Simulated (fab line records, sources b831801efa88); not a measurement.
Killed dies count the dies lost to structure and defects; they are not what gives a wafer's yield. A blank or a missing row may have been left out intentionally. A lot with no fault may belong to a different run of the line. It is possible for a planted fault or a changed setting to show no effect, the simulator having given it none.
Which tool did it? :: flow gf180mcu :: 18 wafers from 6 lots sampled at 2 of the route's 602 steps

WHAT THE GAUGES SHOWED, per wafer
GF_SAB_CD_MEAS_09: target cd 420 nm.
lot: L984
measured: day 16 02:32
on: cd_sem-02
cd_nm (nm): 416.6 419.6 419.9

lot: L987
measured: day 17 06:49
on: cd_sem-02
cd_nm (nm): 420.1 421.1 419.9

lot: L989
measured: day 18 03:32
on: cd_sem-02
cd_nm (nm): 417.1 416.6 418.5

lot: L992
measured: day 19 05:08
on: cd_sem-01
cd_nm (nm): 419.3 419.2 419.9

lot: L100
measured: day 22 01:22
on: cd_sem-02
cd_nm (nm): 428.6 428.0 428.2

lot: L104
measured: day 23 11:44
on: cd_sem-01
cd_nm (nm): 419.9 420.8 421.5

TOOL THAT RAN EACH LOT (tool first, then ch and the chambers of the sampled wafers, then the start)
lot: L984
GF_SAB_COAT_04: litho_track-02 ch 0, day 15 15:14

lot: L987
GF_SAB_COAT_04: litho_track-04 ch 0, day 16 19:20

lot: L989
GF_SAB_COAT_04: litho_track-01 ch 0, day 17 15:37

lot: L992
GF_SAB_COAT_04: litho_track-01 ch 0, day 18 16:53

lot: L100
GF_SAB_COAT_04: litho_track-01 ch 0, day 21 13:16

lot: L104
GF_SAB_COAT_04: litho_track-04 ch 0, day 23 00:03
- GF_SAB_COAT_04: resist thk 1000 nm.

THE ANSWER, worked out from the rows above alone
Rule: the usual values come from the lots themselves. Put in order of their means at a reading, lots are off if they are a third of the lots or fewer, leave a main group of 4 or more, and stand apart from it by a gap of 3 or more times the standard deviation of the main group's means; of several such gaps the widest counts. Not used: any main group whose means are identical at the precision the tables above print for the reading. Also off: a lot with no number at a reading for which 4 or more lots have one. The other lots that the step has rows for count as sound.
Off at GF_SAB_CD_MEAS_09 (cd_nm): L100. Mean 419.3 nm and standard deviation 1.2 in the main group.
If a tool, at a process step before that reading, ran all the lots that are off and no sound lot after the first of them, it fits. Those tools and the gauges at GF_SAB_CD_MEAS_09 are tried in the same way. Can't be told from this: 2 tools fit, litho_track-01 at GF_SAB_COAT_04, cd_sem-02 at GF_SAB_CD_MEAS_09.

WHAT THE SIMULATOR HAD INSERTED
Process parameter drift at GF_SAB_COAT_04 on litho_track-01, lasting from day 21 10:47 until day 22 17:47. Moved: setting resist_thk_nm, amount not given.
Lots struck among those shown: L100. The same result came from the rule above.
